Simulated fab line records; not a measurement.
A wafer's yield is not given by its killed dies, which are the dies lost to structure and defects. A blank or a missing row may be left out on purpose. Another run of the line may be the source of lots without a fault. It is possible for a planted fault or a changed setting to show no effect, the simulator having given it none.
fab line records	flow gf180mcu
[record] lots = 11	wafers = 33	last-day = 34
route steps=602 shown V1@336 M2@366
lots untouched by any fault: they come from a run of this same line in which no faults occurred
start-h: hours from the record's opening day to when the first of the lot's shown wafers began	wait-h: hours since the lot's step before	" as in the row above	L1.1+2: a row that stands for several wafers	- no value present, or no start provided	* or withheld: withheld	< > ~ a bound
route shown NAME@n: a module of which the file shows steps, and the number in the route of the first	usual: mean/standard deviation taken from wafers without a fault	same: alike in all rows	chamber/n: place in a boat	sites: readings site by site	_std_site: standard deviation of those values	_edge_site: outer sites' mean less inner sites'	radius-mm: how far each site lies from the wafer's centre	mask NAME#n: copy n	behind: the tool/chamber that last shaped the wafer	hold: cause of the lot's hold/its duration in hours/its outcome	device: whichever transistor did not switch (one of n, p or np)	end of line: tests of these same wafers at the route's end	where a step has no rows: the recipe by itself	killed: at the first sort, the dies lost to defects and structure; wafer yield is something else	map: a wafer's dies, x killed, . not, _ none there
set.NAME: the setting as run; set.NAME@STEP: as run at that earlier step	model.NAME: the simulator's own value behind a step, which no gauge read
one table for each step of the route and one row for each wafer, over a sample of lots
services: the hour from which a tool's chamber was out of use, counted from the record's first day as start-h (under 0 if before that day), plus the number of hours and why
[[steps]]
[step GF_V1_THK_MEAS_01]
[recipe] reads = SiO2_of_V1_CVD_00
[usual] V1_CVD_00_THK = 621/8.6
lot.wafer	tool	chamber	start-h	wait-h	V1_CVD_00_THK[nm]
L379.2	film-metro-04	-	399.25	0.0	621
L379.5	"	-	"	"	617
L379.6	"	-	"	"	632
L381.2	film-metro-03	-	414.49	0.0	627
L381.3	"	-	"	"	620
L381.6	"	-	"	"	615
L383.1	film-metro-04	-	427.14	0.0	634
L383.3	"	-	"	"	644
L383.5	"	-	"	"	639
L384.1	film-metro-01	-	432.49	0.1	607
L384.2	"	-	"	"	616
L384.5	"	-	"	"	617
L388.2	film-metro-01	-	471.33	0.0	609
L388.3	"	-	"	"	621
L388.6	"	-	"	"	614
L390.2	film-metro-03	-	489.65	0.0	615
L390.3	"	-	"	"	614
L390.5	"	-	"	"	618
L395.1	film-metro-01	-	530.24	0.0	629
L395.4	"	-	"	"	634
L395.5	"	-	"	"	627
L396.4	film-metro-01	-	539.76	0.0	621
L396.5	"	-	"	"	627
L396.6	"	-	"	"	612
L397.1	film-metro-01	-	544.03	0.0	627
L397.3	"	-	"	"	636
L397.4	"	-	"	"	620
L398.1	film-metro-04	-	556.32	0.0	613
L398.3	"	-	"	"	619
L398.5	"	-	"	"	624
L402.2	film-metro-04	-	580.60	0.0	615
L402.3	"	-	"	"	626
L402.5	"	-	"	"	617
[step GF_V1_CVD_23]
[recipe] material = W	target-thk-nm = 350	time-s = 105.05	temp-c = 400	pressure-torr = 40
[usual] heater-power-w = 847/23
lot.wafer	tool	chamber	start-h	wait-h	heater-power-w	since-wet-clean-h
L379.2	cvd-w-02	1	424.04	0.0	833	514
L379.5	"	0	"	"	859	-
L379.6	"	1	"	"	846	-
L381.2	cvd-w-01	0	440.10	0.0	829	36
L381.3	"	1	"	"	822	-
L381.6	"	1	"	"	821	-
L383.1	cvd-w-02	0	453.74	0.0	857	543
L383.3	"	1	"	"	825	-
L383.5	"	0	"	"	847	-
L384.1	cvd-w-02	1	458.55	0.0	825	548
L384.2	"	0	"	"	881	548
L384.5	"	0	"	"	856	-
L388.2	cvd-w-02	0	495.93	0.0	885	586
L388.3	"	0	"	"	876	-
L388.6	"	0	"	"	890	-
L390.2	cvd-w-01	0	514.81	0.0	834	111
L390.3	"	1	"	"	802	-
L390.5	"	1	"	"	813	-
L395.1	cvd-w-02	1	553.99	0.0	838	644
L395.4	"	0	"	"	862	-
L395.5	"	0	"	"	880	-
L396.4	cvd-w-01	1	562.77	0.1	830	-
L396.5	"	1	"	"	821	-
L396.6	"	0	"	"	834	-
L397.1	cvd-w-02	0	567.29	0.0	885	657
L397.3	"	0	"	"	886	-
L397.4	"	1	"	"	847	-
L398.1	cvd-w-01	0	578.94	0.0	824	175
L398.3	"	0	"	"	857	-
L398.5	"	0	"	"	838	-
L402.2	cvd-w-01	0	602.92	0.0	850	199
L402.3	"	0	"	"	845	-
L402.5	"	1	"	"	803	-
[step GF_V1_RS_MEAS_24]
[recipe] thk-meas-gauge = four-point-probe	reads = W_of_V1_CVD_23+TiN_of_V1_SPUTTER_22+Ti_of_V1_SPUTTER_21
[usual] V1_W_RS = 0.329/0.0057
lot.wafer	tool	chamber	start-h	wait-h	V1_W_RS[ohm/sq]
L379.2	film-metro-04	-	424.18	0.1	0.322
L379.5	"	-	"	"	0.332
L379.6	"	-	"	"	0.320
L381.2	film-metro-03	-	440.23	0.1	0.317
L381.3	"	-	"	"	0.327
L381.6	"	-	"	"	0.325
L383.1	film-metro-04	-	453.85	0.1	0.333
L383.3	"	-	"	"	0.322
L383.5	"	-	"	"	0.334
L384.1	film-metro-01	-	458.66	0.1	0.325
L384.2	"	-	"	"	0.335
L384.5	"	-	"	"	0.333
L388.2	film-metro-03	-	496.06	0.1	0.335
L388.3	"	-	"	"	0.337
L388.6	"	-	"	"	0.335
L390.2	film-metro-04	-	514.94	0.1	0.322
L390.3	"	-	"	"	0.337
L390.5	"	-	"	"	0.333
L395.1	film-metro-03	-	554.11	0.1	0.214
L395.4	"	-	"	"	0.221
L395.5	"	-	"	"	0.221
L396.4	film-metro-03	-	562.91	0.1	0.338
L396.5	"	-	"	"	0.337
L396.6	"	-	"	"	0.322
L397.1	film-metro-03	-	567.41	0.1	0.220
L397.3	"	-	"	"	0.221
L397.4	"	-	"	"	0.215
L398.1	film-metro-04	-	579.06	0.1	0.319
L398.3	"	-	"	"	0.320
L398.5	"	-	"	"	0.318
L402.2	film-metro-01	-	603.05	0.1	0.323
L402.3	"	-	"	"	0.326
L402.5	"	-	"	"	0.334
[step GF_V1_THK_MEAS_25]
[recipe] thk-meas-gauge = xrf	reads = W_of_V1_CVD_23
[usual] V1_W_THK = 359/7
lot.wafer	tool	chamber	start-h	wait-h	V1_W_THK[nm]
L379.2	film-metro-04	-	424.29	0.1	373
L379.5	"	-	"	"	359
L379.6	"	-	"	"	373
L381.2	film-metro-03	-	440.34	0.1	370
L381.3	"	-	"	"	361
L381.6	"	-	"	"	365
L383.1	film-metro-04	-	453.97	0.1	354
L383.3	"	-	"	"	362
L383.5	"	-	"	"	349
L384.1	film-metro-01	-	458.78	0.1	360
L384.2	"	-	"	"	350
L384.5	"	-	"	"	350
L388.2	film-metro-03	-	496.17	0.1	353
L388.3	"	-	"	"	348
L388.6	"	-	"	"	350
L390.2	film-metro-04	-	515.05	0.1	364
L390.3	"	-	"	"	350
L390.5	"	-	"	"	354
L395.1	film-metro-03	-	554.23	0.1	556
L395.4	"	-	"	"	543
L395.5	"	-	"	"	541
L396.4	film-metro-03	-	563.00	0.1	350
L396.5	"	-	"	"	351
L396.6	"	-	"	"	366
L397.1	film-metro-03	-	567.53	0.1	547
L397.3	"	-	"	"	542
L397.4	"	-	"	"	562
L398.1	film-metro-04	-	579.18	0.1	372
L398.3	"	-	"	"	369
L398.5	"	-	"	"	372
L402.2	film-metro-01	-	603.16	0.1	366
L402.3	"	-	"	"	363
L402.5	"	-	"	"	354
[step GF_V1_CMP_26]
[recipe] stop-on = SiO2	down-force-psi = 3.5	platen-rpm = 60	t-overpolish-s = 15	target-thk-nm = 0	pad-velocity-m-s = 0.94248
[usual] motor-current-A = 10.9/0.97	platen-rpm = 60.00/0.042	retaining-ring-pressure-frac = 1.000/0.0045	slurry-filter-dp-kPa = 13.49/0.14	time-to-endpoint-s = 86/4.5
lot.wafer	tool	chamber	start-h	wait-h	motor-current-A	platen-rpm	retaining-ring-pressure-frac	slurry-filter-dp-kPa	time-to-endpoint-s
L379.2	cmp-01	0	424.34	0.0	12.5	59.98	1.002	13.45	83
L379.6	"	0	"	"	11.5	59.95	1.001	13.56	82
L379.5	"	1	"	"	9.7	59.94	1.000	13.46	86
L381.2	cmp-01	2	440.51	0.2	10.0	60.06	1.005	13.38	85
L381.3	"	3	"	"	11.6	59.96	1.002	13.44	86
L381.6	"	1	"	"	10.0	60.07	0.996	13.81	82
L383.1	cmp-01	2	454.08	0.1	9.7	59.96	1.003	13.31	85
L383.3	"	0	"	"	11.8	60.01	0.999	13.79	78
L383.5	"	1	"	"	9.7	59.96	1.006	13.66	82
L384.1	cmp-01	0	458.84	0.1	12.5	59.98	1.000	13.55	81
L384.2	"	1	"	"	10.0	59.94	0.996	13.63	84
L384.5	"	0	"	"	12.0	59.94	0.995	13.67	78
L388.2	cmp-01	0	496.22	0.0	12.2	60.01	0.997	13.47	79
L388.3	"	2	"	"	10.3	60.04	0.994	13.52	82
L388.6	"	1	"	"	9.9	59.95	0.996	13.29	81
L390.2	cmp-02	3	515.15	0.1	11.0	60.02	0.998	13.43	91
L390.3	"	0	"	"	9.8	59.99	0.992	13.27	88
L390.5	"	3	"	"	11.6	60.00	0.996	13.34	88
L395.1	cmp-02	3	554.34	0.1	11.2	59.96	1.006	13.85	131
L395.4	"	0	"	"	10.1	60.04	1.002	13.68	129
L395.5	"	2	"	"	12.0	60.05	1.003	13.60	131
L396.4	cmp-01	0	563.03	0.0	12.3	59.98	1.007	13.64	83
L396.5	"	0	"	"	12.3	59.91	1.002	13.32	79
L396.6	"	1	"	"	9.8	59.99	1.007	13.44	90
L397.3	cmp-02	1	567.64	0.1	12.1	59.98	1.004	13.43	125
L397.4	"	2	"	"	12.2	59.98	1.003	13.52	137
L397.1	"	3	"	"	11.1	60.11	0.995	13.64	132
L398.3	cmp-01	0	579.24	0.0	11.8	60.00	1.000	13.46	83
L398.1	"	2	"	"	10.1	60.03	1.003	13.41	88
L398.5	"	1	"	"	9.8	60.08	1.000	13.54	89
L402.3	cmp-01	2	603.26	0.1	10.1	59.99	0.997	13.51	82
L402.2	"	0	"	"	12.0	59.99	0.998	13.50	82
L402.5	"	1	"	"	10.0	60.01	0.998	13.55	83
[step GF_M2_SPUTTER_04]
[recipe] material = TiN	target-thk-nm = 50	power-w = 6500	time-s = 41.7	chamber-pressure-pa = 0.4
[usual] chamber-pressure-pa = 0.3999/0.00072	throttle-valve-pct = 29.8/0.88
lot.wafer	tool	chamber	start-h	wait-h	chamber-pressure-pa	throttle-valve-pct
L379.2	pvd-sputter-01	-	424.82	0.0	0.3995	29.6
L379.5	"	-	"	"	0.4006	30.4
L379.6	"	-	"	"	0.3999	29.8
L381.2	pvd-sputter-04	-	440.94	0.0	0.4006	28.0
L381.3	"	-	"	"	0.3997	29.1
L381.6	"	-	"	"	0.3993	27.9
L383.1	pvd-sputter-01	-	454.51	0.0	0.4009	30.4
L383.3	"	-	"	"	0.4003	30.3
L383.5	"	-	"	"	0.3998	30.8
L384.1	pvd-sputter-03	-	459.32	0.0	0.3995	30.3
L384.2	"	-	"	"	0.3999	29.4
L384.5	"	-	"	"	0.4009	28.4
L388.2	pvd-sputter-03	-	496.70	0.0	0.3996	29.4
L388.3	"	-	"	"	0.4003	30.7
L388.6	"	-	"	"	0.3987	30.3
L390.2	pvd-sputter-03	-	515.58	0.0	0.3995	30.5
L390.3	"	-	"	"	0.3992	30.3
L390.5	"	-	"	"	0.4007	29.6
L395.1	pvd-sputter-04	-	554.77	0.0	0.3994	27.8
L395.4	"	-	"	"	0.4009	30.8
L395.5	"	-	"	"	0.3999	30.3
L396.4	pvd-sputter-03	-	563.51	0.0	0.4005	28.3
L396.5	"	-	"	"	0.3994	30.5
L396.6	"	-	"	"	0.3997	30.4
L397.1	pvd-sputter-04	-	568.07	0.0	0.3992	30.1
L397.3	"	-	"	"	0.3997	31.0
L397.4	"	-	"	"	0.4001	30.7
L398.1	pvd-sputter-04	-	579.72	0.0	0.3998	30.4
L398.3	"	-	"	"	0.3999	28.8
L398.5	"	-	"	"	0.3997	30.0
L402.2	pvd-sputter-01	-	603.69	0.0	0.3997	29.8
L402.3	"	-	"	"	0.3996	30.3
L402.5	"	-	"	"	0.3996	30.6
[step GF_M2_RS_MEAS_05]
[recipe] thk-meas-gauge = four-point-probe	reads = TiN_of_M2_SPUTTER_04+Ti_of_M2_SPUTTER_03+AlCu_of_M2_SPUTTER_02+TiN_of_M2_SPUTTER_01+Ti_of_M2_SPUTTER_00
[usual] M2_ALCU_RS = 0.0692/0.00076
lot.wafer	tool	chamber	start-h	wait-h	M2_ALCU_RS[ohm/sq]
L379.2	film-metro-02	-	424.88	0.0	0.0687
L379.5	"	-	"	"	0.0686
L379.6	"	-	"	"	0.0687
L381.2	film-metro-03	-	441.00	0.0	0.0694
L381.3	"	-	"	"	0.0705
L381.6	"	-	"	"	0.0696
L383.1	film-metro-03	-	454.55	0.0	0.0688
L383.3	"	-	"	"	0.0683
L383.5	"	-	"	"	0.0690
L384.1	film-metro-04	-	459.36	0.0	0.0711
L384.2	"	-	"	"	0.0696
L384.5	"	-	"	"	0.0702
L388.2	film-metro-04	-	496.76	0.0	0.0692
L388.3	"	-	"	"	0.0698
L388.6	"	-	"	"	0.0695
L390.2	film-metro-04	-	515.64	0.0	0.0696
L390.3	"	-	"	"	0.0688
L390.5	"	-	"	"	0.0693
L395.1	film-metro-02	-	554.81	0.0	0.0698
L395.4	"	-	"	"	0.0694
L395.5	"	-	"	"	0.0688
L396.4	film-metro-03	-	563.61	0.1	0.0690
L396.5	"	-	"	"	0.0695
L396.6	"	-	"	"	0.0696
L397.1	film-metro-02	-	568.11	0.0	0.0686
L397.3	"	-	"	"	0.0684
L397.4	"	-	"	"	0.0687
L398.1	film-metro-04	-	579.76	0.0	0.0690
L398.3	"	-	"	"	0.0698
L398.5	"	-	"	"	0.0687
L402.2	film-metro-02	-	603.75	0.0	0.0702
L402.3	"	-	"	"	0.0697
L402.5	"	-	"	"	0.0704
[[services]]
tool	chamber	start-h	hours	kind
cvd-w-01	0	404.00	-	clean
cvd-w-01	1	404.00	-	clean
cmp-02	-	404.20	4.0	pm
cvd-w-01	-	416.83	11.9	repair
pvd-sputter-04	-	421.80	11.6	repair
cvd-w-02	-	428.73	6.0	pm
pvd-sputter-01	-	434.63	2.9	repair
cmp-02	-	447.78	1.9	repair
pvd-sputter-03	-	454.13	1.9	repair
cmp-01	-	462.85	4.0	repair
pvd-sputter-04	-	467.76	6.6	repair
pvd-sputter-03	-	477.96	1.2	repair
pvd-sputter-01	-	510.13	2.7	repair
cmp-02	-	529.69	1.1	repair
cmp-02	-	531.84	7.0	pm
cvd-w-01	0	544.16	17.2	repair
pvd-sputter-03	-	544.95	1.1	repair
cvd-w-01	-	555.64	1.2	repair
cmp-01	-	572.00	4.0	pm
cmp-01	-	576.00	-	consumable-replace:conditioner
cmp-01	-	576.00	-	consumable-replace:pad
cvd-w-01	-	582.84	6.9	pm
cmp-01	-	588.73	1.0	repair
cmp-01	-	592.49	0.5	repair
[[key]]
[first-sign] step = GF_V1_RS_MEAS_24	reading = V1_W_RS	direction = down	sigmas = 19	usual = 0.329	struck = 0.219
[effect] step = GF_V1_THK_MEAS_25	reading = V1_W_THK	direction = up	sigmas = 27	usual = 359	struck = 548
[effect] step = GF_V1_CMP_26	reading = time-to-endpoint-s	direction = up	sigmas = 9.9	usual = *	struck = *
met-at GF_V1_CVD_23
struck-lots L395,L397
not-acting-at GF_V1_THK_MEAS_01,GF_M2_SPUTTER_04,GF_M2_RS_MEAS_05
onset-between 495.93 553.99
[fault] kind = process-parameter-drift	tool = cvd-w-02	chamber = -	onset-h = 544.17	steps = GF_V1_CVD_23	channel = target-thk-nm	offset = 179.42	shape = step	end-h = 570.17	acts-in = these-recipes-only	stated = 350
